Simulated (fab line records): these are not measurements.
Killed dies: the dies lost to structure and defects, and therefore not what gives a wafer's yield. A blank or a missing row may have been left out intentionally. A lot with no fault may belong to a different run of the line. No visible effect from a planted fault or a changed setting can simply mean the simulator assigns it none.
A struck lot beside a sound one :: flow sky130 :: 36 out of 708 route steps
Sound: these wafers, L208.1, L208.4, L208.5. Wafers L200.4, L200.5, L200.6 were the ones struck. The cause comes at the end.
At each step with rows: each side's tool, then ch and its chambers, then its first start. Under that, the readings that differ: sound wafers :: struck wafers :: difference of the means :: sigmas: that difference in standard deviations of wafers without a fault.
alike: a reading whose means differ by less than 2 such deviations, as well as words and numbers matching on both sides. not compared: withheld readings; readings where some wafer has no value; bounds like >300 that might hide an equal value; numbers whose values overlap and for which the record gives no deviation.
Wherever a step has rows on one side only, a row that says differs or no value, or a row with sigmas, the two part there. Non-overlapping numbers with no deviation appear without sigmas and do not part them. A reading missing from all wafers of one side parts the sides only when that side holds two or more wafers.

first, 9 steps without rows for these wafers: SKY_VT_ADJUST_HVTP_COAT_02 (resist thk 1140 nm); SKY_VT_ADJUST_HVTP_SOFTBAKE_03 (time 60 s); SKY_VT_ADJUST_HVTP_EXPOSE_04 (exposes mask HVTPM, target cd 380 nm); SKY_VT_ADJUST_HVTP_PEB_05; SKY_VT_ADJUST_HVTP_DEVELOP_06 (develop time 60 s); SKY_VT_ADJUST_HVTP_IMPLANT_09; SKY_VT_ADJUST_HVTP_STRIP_10 (strips in O2/N2); SKY_VT_ADJUST_LVTN_DEHYDRATE_00 (time 60 s); SKY_VT_ADJUST_LVTN_HMDS_01 (prime time 60 s).
SKY_VT_ADJUST_LVTN_COAT_02: resist thk 3000 nm.
  sound on litho_track-02 ch 0, day 12 07:28; struck on litho_track-01 ch 0, day 10 06:32
reading: model.coat_of_VT_ADJUST_LVTN_COAT_02.thk_nm (nm)
sound: 3002 3002 2999
struck: 2746 2732 2741
difference: -261
sigmas: 
  alike: chill_plate_temp_C
then, 3 steps without rows for these wafers: SKY_VT_ADJUST_LVTN_SOFTBAKE_03; SKY_VT_ADJUST_LVTN_EXPOSE_04 (exposes mask NWM COMPLEMENT LESS NATIVE, target cd 840 nm); SKY_VT_ADJUST_LVTN_PEB_05.
SKY_VT_ADJUST_LVTN_DEVELOP_06: develop time 60 s.
  sound on litho_track-01 ch 0; struck on litho_track-03 ch 0
reading: model.coat_of_VT_ADJUST_LVTN_COAT_02.thk_nm (nm)
sound: 2998 2998 2994
struck: 2741 2728 2736
difference: -262
sigmas: 
  alike: chill_plate_temp_C
next, for these wafers, 1 step has no rows: SKY_VT_ADJUST_LVTN_IMPLANT_08.
SKY_VT_ADJUST_LVTN_STRIP_09: strips in O2/N2.
  sound on plasma_asher-01 ch 0,1, day 12 20:36; struck on plasma_asher-04 ch 0,1, day 10 18:41
reading: strip_time_to_endpoint_s (s)
sound: 36.95 36.94 36.91
struck: 34.03 33.85 33.96
difference: -2.99
sigmas: -31
  alike: chamber_pressure_mTorr, drypump_motor_current_A, oes_product_au
  not compared: rf_hours_counter_h
then, 17 steps without rows for these wafers: SKY_VT_ADJUST_LVTN_DEHYDRATE_11 (time 60 s); SKY_VT_ADJUST_LVTN_HMDS_12 (prime time 60 s); SKY_VT_ADJUST_LVTN_COAT_13 (resist thk 1140 nm); SKY_VT_ADJUST_LVTN_SOFTBAKE_14 (time 60 s); SKY_VT_ADJUST_LVTN_EXPOSE_15 (exposes mask HVN STD DERIVED, target cd 600 nm); SKY_VT_ADJUST_LVTN_PEB_16; SKY_VT_ADJUST_LVTN_DEVELOP_17 (develop time 60 s); SKY_VT_ADJUST_LVTN_IMPLANT_19; SKY_VT_ADJUST_LVTN_STRIP_20 (strips in O2/N2); SKY_VT_ADJUST_NCORE_DEHYDRATE_00 (time 60 s); SKY_VT_ADJUST_NCORE_HMDS_01 (prime time 60 s); SKY_VT_ADJUST_NCORE_COAT_02 (resist thk 1140 nm); SKY_VT_ADJUST_NCORE_SOFTBAKE_03 (time 60 s); SKY_VT_ADJUST_NCORE_EXPOSE_04 (exposes mask LVTN COMPLEMENT THIN, target cd 380 nm); SKY_VT_ADJUST_NCORE_PEB_05; SKY_VT_ADJUST_NCORE_DEVELOP_06 (develop time 60 s); SKY_VT_ADJUST_NCORE_IMPLANT_09.
-- here the record skips 23 days between the struck wafers' starts before and after, leaving off in module VT_ADJUST_NCORE and picking up in module LI_CONTACT (first step shown: number 376 of the route) --
SKY_LI_CONTACT_ETCH_14: etches BARC in N2/H2, stops on SiO2, time 45.9 s, target depth 60 nm.
  sound on rie_diel-04 ch 2,3, day 36 03:35; struck on rie_diel-02 ch 0,3, day 33 22:48
  alike: chamber_pressure_mTorr, drypump_motor_current_A, oes_product_au, rf_fwd_power_W, throttle_valve_pct
  not compared: rf_hours_counter_h, model.LI_CONTACT.cd_nm
SKY_LI_CONTACT_ETCH_15: etches PSG in C4F8/O2/Ar, stops on Si, target depth 600 nm.
  sound on rie_diel-04 ch 2,3, day 36 03:38; struck on rie_diel-02 ch 0,3, day 33 22:50
  alike: chamber_pressure_mTorr, oes_product_au, rf_fwd_power_W
  not compared: model.LI_CONTACT.cd_nm
-- here the record skips 15 days between the struck wafers' starts before and after, leaving off in module LI_CONTACT and picking up in module PAD_OPEN (first step shown: number 708 of the route) --
SKY_PAD_OPEN_PROBE_99:
  only the struck wafers here have rows in the record (prober-02, day 49 04:11); the sound ones have none

== WHERE THEY PART ==
Earliest at SKY_VT_ADJUST_LVTN_STRIP_09; latest, in this record, at SKY_PAD_OPEN_PROBE_99.

WHY: the cause the simulator had injected
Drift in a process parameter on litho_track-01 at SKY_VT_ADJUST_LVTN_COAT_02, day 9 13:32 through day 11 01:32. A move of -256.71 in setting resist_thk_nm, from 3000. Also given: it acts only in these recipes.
